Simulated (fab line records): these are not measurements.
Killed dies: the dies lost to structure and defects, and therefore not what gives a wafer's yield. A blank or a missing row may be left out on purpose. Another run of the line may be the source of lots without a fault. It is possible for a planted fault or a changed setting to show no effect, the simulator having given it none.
Which of the tools did it?	flow sky130	12 lots with 36 wafers sampled at 3 steps, on a route of 708 steps

## WHAT THE GAUGES SHOWED, per wafer
SKY_PASSIVATION_THK_MEAS_01.
lot	measured	on	PASSIVATION_CVD_00_THK (nm)
L908	day 43 22:02	film metro-04	89.8 90.6 91.4
L909	day 44 08:16	film metro-03	88.8 89.8 90.6
L910	day 44 09:50	film metro-01	91.4 91.9 92.5
L911	day 44 20:50	film metro-01	88.0 89.8 89.9
L912	day 45 05:10	film metro-01	89.3 92.6 92.5
L914	day 45 11:59	film metro-01	89.2 89.5 90.2
L916	day 46 17:01	film metro-03	91.1 89.2 89.8
L915	day 46 18:25	film metro-01	88.5 88.5 90.5
L919	day 46 23:34	film metro-03	89.9 91.2 92.5
L927	day 48 15:03	film metro-03	88.1 88.9 89.9
L928	day 48 21:49	film metro-01	90.4 91.5 92.0
L930	day 49 03:25	film metro-04	88.4 90.7 90.7

## WHICH TOOL RAN EACH LOT (tool, then ch and the chambers of the sampled wafers, then the start)
lot	SKY_LDD_N_STRIP_16	SKY_METAL5_SPUTTER_02
L908	plasma asher-02 ch 0,1, day 17 19:13	pvd sputter-01, day 42 22:13
L909	plasma asher-01 ch 0,1, day 18 14:43	pvd sputter-02, day 43 08:58
L910	plasma asher-04 ch 1, day 18 14:49	pvd sputter-02, day 43 10:04
L911	plasma asher-01 ch 0,1, day 19 03:16	pvd sputter-01, day 43 21:40
L912	plasma asher-04 ch 0,1, day 19 16:01	pvd sputter-02, day 44 05:45
L914	plasma asher-02 ch 0,1, day 20 02:19	pvd sputter-02, day 44 13:24
L916	plasma asher-02 ch 0, day 21 06:58	pvd sputter-01, day 45 19:43
L915	plasma asher-02 ch 0,1, day 21 07:19	pvd sputter-02, day 45 21:53
L919	plasma asher-02 ch 0,1, day 22 03:34	pvd sputter-01, day 46 02:46
L927	plasma asher-02 ch 0,1, day 24 16:40	pvd sputter-02, day 47 18:20
L928	plasma asher-04 ch 0,1, day 25 02:40	pvd sputter-01, day 48 01:39
L930	plasma asher-04 ch 0,1, day 25 19:31	pvd sputter-03, day 48 07:58
- SKY_LDD_N_STRIP_16: strips in O2/N2.
- SKY_METAL5_SPUTTER_02: material AlCu, target thk 1150 nm, time 61.2 s.

## WHAT THE TOOLS THEMSELVES READ (means of the sampled wafers that have a number; where no wafer has one, the mark that the record gives instead)
SKY_LDD_N_STRIP_16.
lot	tool	drypump motor current A (A)	oes product au (a.u.)	strip time to endpoint s (s)
L908	plasma asher-02	5.5	0.408	4.310
L909	plasma asher-01	5.9	0.408	4.289
L910	plasma asher-04	4.7	0.408	4.327
L911	plasma asher-01	5.9	0.406	4.298
L912	plasma asher-04	5.3	0.408	4.305
L914	plasma asher-02	5.5	0.405	4.297
L916	plasma asher-02	6.2	0.410	4.329
L915	plasma asher-02	5.5	0.405	4.308
L919	plasma asher-02	5.9	0.406	4.296
L927	plasma asher-02	5.9	0.407	4.331
L928	plasma asher-04	5.9	0.408	4.304
L930	plasma asher-04	5.3	0.405	4.333

SKY_METAL5_SPUTTER_02.
lot	tool	throttle valve pct (%)
L908	pvd sputter-01	30.7
L909	pvd sputter-02	29.5
L910	pvd sputter-02	29.9
L911	pvd sputter-01	30.5
L912	pvd sputter-02	29.8
L914	pvd sputter-02	29.3
L916	pvd sputter-01	31.3
L915	pvd sputter-02	29.9
L919	pvd sputter-01	30.9
L927	pvd sputter-02	29.5
L928	pvd sputter-01	31.3
L930	pvd sputter-03	29.7

## THE ANSWER, worked out from the rows above alone
Rule: usual is defined by the lots themselves. Put in order of their means at a reading, lots are off if they are a third of the lots or fewer, leave a main group of 4 or more, and stand apart from it by a gap of 3 or more times the standard deviation of the main group's means; of several such gaps the widest counts. Not used: any main group whose means are identical at the precision the tables above print for the reading. A lot without any number at a reading at which 4 lots or more have one is off too. The other lots that the step has rows for count as sound. Order of review: gauges by route order, followed by the tools' own readings, for which a lot's mean as printed above is used. The first step at which some lot is off is used, and at that step the reading that is off furthest; a lot without a number counts as furthest.
No lot is off on any of the readings shown, so nothing can be concluded from this.

## WHAT THE SIMULATOR HAD INSERTED
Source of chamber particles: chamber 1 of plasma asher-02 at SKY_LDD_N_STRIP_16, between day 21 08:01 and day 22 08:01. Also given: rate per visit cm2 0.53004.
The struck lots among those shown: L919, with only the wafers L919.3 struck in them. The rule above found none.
